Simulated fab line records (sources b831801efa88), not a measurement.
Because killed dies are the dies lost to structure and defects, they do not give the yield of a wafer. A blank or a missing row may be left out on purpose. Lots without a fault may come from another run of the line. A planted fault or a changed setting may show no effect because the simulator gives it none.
A lot that was struck, set against a sound lot    flow sky130    15 steps out of a route of 708
Sound: wafers L367.1, L367.5, L367.6. Struck: wafers L370.3, L370.4, L370.5. The cause is given at the end.
Each step with rows lists, per side, the tool, then ch with its chambers, then its first start. Under that, the readings that differ: sound wafers    struck wafers    difference of the means    sigmas: that difference in standard deviations of wafers without a fault.
alike: readings whose means differ by less than 2 such deviations, and words and numbers that are the same on both sides. not compared: withheld readings, readings that some wafer has no value for, bounds like >300 that may hide the same value, and numbers for which the record gives no deviation and whose values overlap.
The two part at a step that has a row with sigmas, a row that says differs or no value, or rows on one side only. Numbers that don't overlap but have no deviation are shown without sigmas and don't part them. Lack of a reading on every wafer of one side parts them only where that side has two or more wafers.

SKY_POLY_GATE_CD_MEAS_22:
  sound on cd sem-01 at day 21 16:28; struck on cd sem-02 at day 22 17:22
  alike: cd nm
then, 7 steps without rows for these wafers: SKY_LDD_N_DEHYDRATE_00 (time 60 s); SKY_LDD_N_HMDS_01 (prime time 60 s); SKY_LDD_N_COAT_02 (resist thk 300 nm); SKY_LDD_N_SOFTBAKE_03 (time 60 s); SKY_LDD_N_EXPOSE_04 (exposes mask NTM, target cd 840 nm); SKY_LDD_N_PEB_05; SKY_LDD_N_DEVELOP_06 (develop time 60 s).
SKY_LDD_N_OVL_MEAS_07:
  sound on overlay-01 at day 22 23:07; struck on overlay-01 at day 23 23:31
  alike: LDD_N_OVL
then, 3 steps without rows for these wafers: SKY_LDD_N_IMPLANT_08; SKY_LDD_N_IMPLANT_09; SKY_LDD_N_IMPLANT_10.
SKY_LDD_N_IMPLANT_11:
  sound on implanter-01 ch 0, day 22 23:37; struck on implanter-01 ch 0, day 24 00:02
reading                    sound                 struck                difference  sigmas
beam energy keV            20.012 20.006 20.002  17.669 17.668 17.671  -2.337      -99 or more
model.implant.rp nm (nm)   15.63 15.63 15.63     14.67 14.67 14.67     -0.96       
model.implant.drp nm (nm)  7.212 7.212 7.212     6.624 6.624 6.624     -0.588      
  alike: rotation deg
next, for these wafers, 1 step has no rows: SKY_LDD_N_IMPLANT_12.
-- here the record skips 26 days between the struck wafers' starts before and after, leaving off in module LDD_N and picking up in module PAD_OPEN (first step shown: number 708 of the route) --
SKY_PAD_OPEN_PROBE_99:
  sound on prober-02 at day 49 14:28; struck on prober-02 at day 50 05:52
  alike: killed_at_M0_to_M3, killed_at_M4_up, killed at contacts, killed at front end, killed at other, killed dies, killed open, killed short
  not compared: model.etest.tip n.rs ohm sq

== WHERE THEY PART ==
Within this record, at SKY_LDD_N_IMPLANT_11 only. Later steps at which nothing parts them and some readings are alike: SKY_PAD_OPEN_PROBE_99.

WHY: whatever the simulator had introduced
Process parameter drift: implanter-01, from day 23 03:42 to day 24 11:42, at SKY_LDD_N_IMPLANT_11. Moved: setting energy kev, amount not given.
